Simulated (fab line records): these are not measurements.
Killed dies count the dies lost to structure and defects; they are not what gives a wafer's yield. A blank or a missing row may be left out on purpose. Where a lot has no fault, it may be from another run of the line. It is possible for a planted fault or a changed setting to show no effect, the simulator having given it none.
Comparing a struck lot with a sound one    flow gf180mcu    16 out of 602 route steps
Sound: these wafers, L534.1, L534.3, L534.6. Struck: wafers L527.5, L527.6. The cause is given at the end.
Each step with rows lists, per side, the tool, then ch with its chambers, then its first start. Under that, the readings that differ: sound wafers    struck wafers    difference of the means    sigmas: that difference in standard deviations of wafers without a fault.
alike: words and numbers the same on both sides, and readings whose means are apart by under 2 such deviations; not compared: readings that were withheld, readings missing a value for some wafer, numbers with overlapping values and no deviation given by the record, and bounds like >300 which may hide the same value.
The two part at a step that has a row with sigmas, a row that says differs or no value, or rows on one side only. Numbers that have no deviation but don't overlap get no sigmas and don't part them. A reading missing from all wafers of one side parts the sides only when that side holds two or more wafers.

first, 4 steps without rows for these wafers: GF_SAB_SOFTBAKE_05 (time 60 s); GF_SAB_EXPOSE_06 (exposes mask SAB, target cd 420 nm); GF_SAB_PEB_07; GF_SAB_DEVELOP_08 (develop time 60 s).
GF_SAB_CD_MEAS_09: target cd 420 nm.
  sound: cd sem-02 at day 19 16:27; struck: cd sem-02 at day 17 08:43
  alike: cd nm
GF_SAB_OVL_MEAS_10:
  sound: overlay-01 at day 19 16:34; struck: overlay-01 at day 17 08:47
  alike: SAB_OVL
GF_SAB_ETCH_11: etches SiO2 in C4F8/O2/Ar, target depth 55 nm, time 8.5 s.
  sound on rie diel-02 ch 0,2,3, day 19 16:36; struck on rie diel-02 ch 1,2, day 17 08:48
  alike: chamber pressure mTorr, oes product au
  not compared: rf hours counter h
then, 1 step without rows for these wafers: GF_SAB_WET_ETCH_12 (etches SiO2 in dHF, target depth 22 nm, time 440 s).
GF_SAB_STRIP_13: strips in O2/N2.
  sound on plasma asher-03 ch 0,1, day 19 16:46; struck on plasma asher-03 ch 0,1, day 17 09:01
  alike: chamber pressure mTorr, drypump motor current A, heater power w, n2 flow sccm, oes product au, strip time to endpoint s
  not compared: rf hours counter h
then, 2 steps without rows for these wafers: GF_SALICIDE_CLEAN_00 (cleans in SC1/SC2, time 150 s); GF_SALICIDE_WET_ETCH_01 (etches SiO2 in dHF, target depth 5 nm, time 100 s).
GF_SALICIDE_SPUTTER_02: material Co, target thk 10 nm, time 20 s.
  sound: pvd sputter-04 at day 19 16:56; struck: pvd sputter-04 at day 17 09:08
  alike: throttle valve pct
GF_SALICIDE_SPUTTER_03: material TiN, target thk 20 nm, time 16.7 s.
  sound: pvd sputter-04 at day 19 16:58; struck: pvd sputter-04 at day 17 09:10
reading                                       sound             struck       difference  sigmas
model.TiN_of_SALICIDE_SPUTTER_03.thk nm (nm)  20.54 20.24 20.5  26.38 26.58  +6.05       
  alike: throttle valve pct
GF_SALICIDE_RS_MEAS_04: measurement is done with a four-point probe.
  sound: film metro-02 at day 19 17:00; struck: film metro-01 at day 17 09:16
reading                   sound              struck       difference  sigmas
SALICIDE_TIN_RS (ohm/sq)  16.50 16.58 16.53  14.34 14.43  -2.15       -7
GF_SALICIDE_THK_MEAS_05: measures by xrf.
  sound: film metro-02 at day 19 17:07; struck: film metro-01 at day 17 09:20
reading                sound              struck       difference  sigmas
SALICIDE_TIN_THK (nm)  20.34 20.14 20.23  26.60 26.76  +6.44       +26
GF_SALICIDE_RTA_06: time 30 s.
  sound on rtp anneal-01 ch 0, day 19 17:11; struck on rtp anneal-02 ch 0, day 17 09:26
  alike: lamp power pct, wafer_temp_C_max

== WHERE THEY PART ==
At GF_SALICIDE_RS_MEAS_04 first; at GF_SALICIDE_THK_MEAS_05 last (within this record only). Later steps at which nothing parts them and some readings are alike: GF_SALICIDE_RTA_06.

WHY: whatever the simulator had introduced
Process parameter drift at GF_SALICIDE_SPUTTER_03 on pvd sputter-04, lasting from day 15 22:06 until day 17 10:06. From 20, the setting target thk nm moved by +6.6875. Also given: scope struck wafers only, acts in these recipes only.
